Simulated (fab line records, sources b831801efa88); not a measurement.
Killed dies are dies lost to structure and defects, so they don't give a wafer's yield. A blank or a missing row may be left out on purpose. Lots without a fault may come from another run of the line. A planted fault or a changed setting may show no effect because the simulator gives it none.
A struck lot beside a sound one | flow sky130 | 24 steps out of a route of 708
Sound: wafers L672.1, L672.4, L672.6. Struck: wafers L679.2, L679.4, L679.6. The cause comes at the end.
At each step with rows: each side's tool, then ch and its chambers, then its first start. Under that, the readings that differ: sound wafers | struck wafers | difference of the means | sigmas: that difference in standard deviations of wafers without a fault.
alike: readings whose means differ by less than 2 such deviations, and words and numbers that are the same on both sides. not compared: withheld readings, readings that some wafer has no value for, bounds like >300 that may hide the same value, and numbers for which the record gives no deviation and whose values overlap.
The two part at a step that has a row with sigmas, a row that says differs or no value, or rows on one side only. Numbers that don't overlap but have no deviation are shown without sigmas and don't part them. A reading that every wafer of one side lacks parts them only if that side has two wafers or more.

SKY_CONTACT_THK_MEAS_26: measures by xrf.
  sound on film_metro-04, day 34 18:57; struck on film_metro-03, day 36 19:47
  reading            | sound       | struck      | difference | sigmas
  CONTACT_W_THK (nm) | 339 337 337 | 361 360 358 | +22        | +3
then, 1 step without rows for these wafers: SKY_CONTACT_CMP_27 (polishes, stops on SiO2, t overpolish 15 s, target thk 0 nm).
SKY_METAL1_SPUTTER_00: material Ti, target thk 15 nm, time 10 s.
  sound on pvd_sputter-03, day 34 19:41; struck on pvd_sputter-04, day 36 20:08
  alike: throttle_valve_pct
SKY_METAL1_SPUTTER_01: material TiN, target thk 20 nm, time 16.7 s.
  sound on pvd_sputter-03, day 34 19:43; struck on pvd_sputter-04, day 36 20:10
  alike: throttle_valve_pct
SKY_METAL1_SPUTTER_02: material AlCu, target thk 250 nm, time 13.3 s.
  sound on pvd_sputter-03, day 34 19:44; struck on pvd_sputter-04, day 36 20:11
  alike: throttle_valve_pct
SKY_METAL1_SPUTTER_03: material Ti, target thk 5 nm, time 3.3 s.
  sound on pvd_sputter-03, day 34 19:46; struck on pvd_sputter-04, day 36 20:13
  alike: throttle_valve_pct
SKY_METAL1_SPUTTER_04: material TiN, target thk 70 nm, time 58.3 s.
  sound on pvd_sputter-03, day 34 19:47; struck on pvd_sputter-04, day 36 20:14
  alike: throttle_valve_pct
SKY_METAL1_RS_MEAS_05: measures by four-point-probe.
  sound on film_metro-03, day 34 19:50; struck on film_metro-04, day 36 20:18
  alike: METAL1_ALCU_RS
SKY_METAL1_THK_MEAS_06: measures by xrf.
  sound on film_metro-03, day 34 19:57; struck on film_metro-04, day 36 20:25
  alike: METAL1_ALCU_THK
then, 3 steps without rows for these wafers: SKY_METAL1_DEHYDRATE_07 (time 60 s); SKY_METAL1_HMDS_08 (prime time 60 s); SKY_METAL1_COAT_09 (resist thk 60 nm).
SKY_METAL1_COAT_10: resist thk 450 nm.
  sound on litho_track-03 ch 0, day 35 09:00; struck on litho_track-03 ch 0, day 37 08:00
  reading                                       | sound                | struck               | difference | sigmas
  spin_speed_rpm (rpm)                          | 2996.8 2997.5 3003.2 | 2854.5 2855.4 2857.3 | -143.4     | -75
  model.KrF-thick_of_METAL1_COAT_10.thk_nm (nm) | 450.3 449.1 449.3    | 463 463.2 460.6      | +13        |
  alike: dispense_pressure_kPa
then, 4 steps without rows for these wafers: SKY_METAL1_SOFTBAKE_11 (time 90 s); SKY_METAL1_EXPOSE_12 (exposes mask MM1, target cd 140 nm); SKY_METAL1_PEB_13; SKY_METAL1_DEVELOP_14 (develop time 60 s).
SKY_METAL1_CD_MEAS_15: target cd 140 nm.
  sound on cd_sem-01, day 35 22:13; struck on cd_sem-02, day 37 22:53
  alike: cd_nm
SKY_METAL1_OVL_MEAS_16:
  sound on overlay-02, day 35 22:20; struck on overlay-01, day 37 23:00
  alike: METAL1_OVL
then, 2 steps without rows for these wafers: SKY_METAL1_DESCUM_17 (chemistry O2, time 8 s); SKY_METAL1_ETCH_18 (etches BARC in N2/H2, stops on SiO2, time 45.9 s, target depth 60 nm).
SKY_METAL1_METAL_ETCH_19: etches the open film in Cl2/BCl3, stops on SiO2, target depth 360 nm, time 78 s.
  sound on rie_metal-01 ch 0, day 35 22:29; struck on rie_metal-03 ch 0, day 37 23:15
  reading                                       | sound           | struck            | difference | sigmas
  model.KrF-thick_of_METAL1_COAT_10.thk_nm (nm) | 150.6 150 150.3 | 180.1 179.7 175.9 | +28.3      |
  alike: bias_w, drypump_motor_current_A, oes_product_au, throttle_valve_pct
  not compared: rf_hours_counter_h
then, 1 step without rows for these wafers: SKY_METAL1_STRIP_20 (strips in O2/N2).
-- the record jumps here: 12 days lie between the struck wafers' starts before and after (it left off in module METAL1 and takes up again in module PAD_OPEN, whose first step shown is number 708 of the route) --
SKY_PAD_OPEN_PROBE_99:
  sound on prober-01, day 48 05:12; struck on prober-02, day 49 15:27
  alike: defect_limited_yield, killed_at_M0_to_M3, killed_at_M4_up, killed_at_contacts, killed_at_front_end, killed_at_other, killed_dies, killed_open, killed_short, sort_bin_3_pad_short, sort_bin_5_function, sort_bin_6_memory, sort_n_pass, sort_yield_pct

WHERE THEY PART
First at SKY_CONTACT_THK_MEAS_26; last, within this record, at SKY_METAL1_COAT_10. Later steps at which nothing parts them and some readings are alike: SKY_METAL1_CD_MEAS_15, SKY_METAL1_OVL_MEAS_16, SKY_METAL1_METAL_ETCH_19, SKY_PAD_OPEN_PROBE_99.

WHY: what the simulator had put in
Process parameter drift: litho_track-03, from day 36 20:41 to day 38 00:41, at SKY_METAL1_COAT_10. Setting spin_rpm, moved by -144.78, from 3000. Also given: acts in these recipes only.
